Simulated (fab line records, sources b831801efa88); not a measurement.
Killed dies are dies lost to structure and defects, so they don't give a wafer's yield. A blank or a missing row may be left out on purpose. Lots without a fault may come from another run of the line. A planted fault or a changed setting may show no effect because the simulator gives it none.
Problem report in the 8D (eight disciplines) form, filled by code | flow sky130 | the parts of the form that need people (team, actions taken, sign-off) are left out

1. THE PROBLEM
GATE_OXIDE_OXIDATION_00_THK at SKY_GATE_OXIDE_THK_MEAS_02 reads a mean of 12.49 nm on 6 wafers of 2 lots; wafers without a fault read 10.19 nm with a standard deviation of 0.16. That is +14 standard deviations from the usual mean.
First seen on wafer L434.2, day 18 01:52, on film_metro-03. The record holds 36 wafers of 12 lots with a number at this step. Rule for "out", or "out of limits": more than 4 standard deviations from the usual mean. The other wafers with a number count as sound.

2. WHAT IT IS AND WHAT IT IS NOT
question                    | is                          | is not
which readings at this step | GATE_OXIDE_OXIDATION_00_THK | -
which lots                  | L434, L435                  | L421, L423, L425, L427, L428, L429, L430, L431, L432, L433
which wafers of those lots  | all that have a number      | -
read on which gauges        | film_metro-03               | film_metro-01, film_metro-02
when                        | from day 18 01:52           | up to then (30 sound wafers)

3. SUSPECTS, AND WHAT RULES EACH OUT
Counting: a tool at a process step up to the reading stays a suspect if it ran every lot that is out and no sound lot after the first of them.
- the gauge at SKY_GATE_OXIDE_THK_MEAS_02: kept. All the wafers that are out were read on film_metro-03, and no step on other tools shows them out.
- furnace-01 at SKY_GATE_OXIDE_OXIDATION_01 (stabilise 600 s, purge 300 s, target thk 10.268 nm): kept. It ran every lot that is out, first L434 (day 18 00:27), and no sound lot after that; its last sound lot up to then is L433 (day 17 10:19).
Left after counting: furnace-01 at SKY_GATE_OXIDE_OXIDATION_01, film_metro-03 at SKY_GATE_OXIDE_THK_MEAS_02.

4. THE CAUSE (what the simulator had put in)
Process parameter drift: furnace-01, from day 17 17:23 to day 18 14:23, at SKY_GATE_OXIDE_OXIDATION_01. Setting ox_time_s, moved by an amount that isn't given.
Counting left 2 suspects, and this tool is among them.

5. THE CHAIN OF EFFECTS, in route order
Each row: a reading whose mean over the struck wafers that have a number lies more than 3 standard deviations from the usual. Only readings for which the record gives a usual standard deviation are gone through. hours: the time from each lot's start at the first step in this table that gives one to its start at this step, as a median over the lots. sigmas: the change in usual standard deviations.
hours | step                       | reading                     | usual    | on struck wafers | change | sigmas
0     | SKY_GATE_OXIDE_THK_MEAS_02 | GATE_OXIDE_OXIDATION_00_THK | 10.19 nm | 12.49            | +2.30  | +14

6. WHAT WOULD HAVE CAUGHT IT SOONER
In this record the first reading out of limits at a measuring or inspecting step was taken at day 18 01:52, 8 hours after the fault began at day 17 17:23.
The tool's own readings at SKY_GATE_OXIDE_OXIDATION_01 were out on some of the struck wafers (ox_temp_c_max): an alarm limit on them would have fired on those.
Of the lots that are out (2), L435 began SKY_GATE_OXIDE_OXIDATION_01 on furnace-01 after day 18 01:52. A hold on the tool at that time would have spared it.
